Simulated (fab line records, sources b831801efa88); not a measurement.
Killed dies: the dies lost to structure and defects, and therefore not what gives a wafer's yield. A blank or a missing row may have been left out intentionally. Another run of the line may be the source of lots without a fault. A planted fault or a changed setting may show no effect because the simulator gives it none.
Which tool is to blame? | flow gf180mcu | 6 lots, 18 wafers sampled, at 3 steps of a route of 602

WHAT EACH GAUGE READ, for each wafer
GF_CONTACT_THK_MEAS_03.
lot  | measured     | on            | CONTACT_CVD_02_THK (nm)
L920 | day 16 12:36 | film-metro-01 | 869 855 865
L923 | day 17 15:51 | film-metro-04 | 847 839 849
L927 | day 18 20:27 | film-metro-04 | 856 852 872
L931 | day 20 15:55 | film-metro-01 | 868 875 886
L933 | day 20 20:48 | film-metro-04 | 862 853 868
L939 | day 22 21:14 | film-metro-02 | 868 859 857

EACH LOT AND THE TOOL THAT RAN IT (in order: tool; ch and the chambers of the sampled wafers; start)
lot  | GF_STI_WET_ETCH_26             | GF_SALICIDE_RTA_06
L920 | wet-bench-02 ch 1, day 2 19:38 | rtp-anneal-01 ch 0, day 16 12:08
L923 | wet-bench-04 ch 1, day 3 10:56 | rtp-anneal-01 ch 0, day 17 15:23
L927 | wet-bench-04 ch 1, day 4 07:38 | rtp-anneal-01 ch 0, day 18 19:59
L931 | wet-bench-02 ch 1, day 5 03:25 | rtp-anneal-01 ch 0, day 20 15:20
L933 | wet-bench-04 ch 0, day 5 14:16 | rtp-anneal-01 ch 0, day 20 20:14
L939 | wet-bench-01 ch 2, day 6 22:20 | rtp-anneal-01 ch 0, day 22 20:47
- GF_STI_WET_ETCH_26: etches SiO2 in dHF, target depth 94 nm, time 188 s.
- GF_SALICIDE_RTA_06: time 30 s.

THE ANSWER, worked out from the rows above alone
Rule: the usual values come from the lots themselves. The widest of any qualifying gaps counts: lots, ordered by their means at a reading, are off when they make up no more than a third of the lots, leave a main group of 4 or more, and stand apart from it by 3 or more times the standard deviation of that group's means. If all means in a main group match to the digits the tables above print for the reading, that group is not used. A lot without any number at a reading at which 4 lots or more have one is off too. The other lots that the step has rows for count as sound.
Nothing can be told from this: no lot is off at any reading shown.

WHAT THE SIMULATOR PUT IN
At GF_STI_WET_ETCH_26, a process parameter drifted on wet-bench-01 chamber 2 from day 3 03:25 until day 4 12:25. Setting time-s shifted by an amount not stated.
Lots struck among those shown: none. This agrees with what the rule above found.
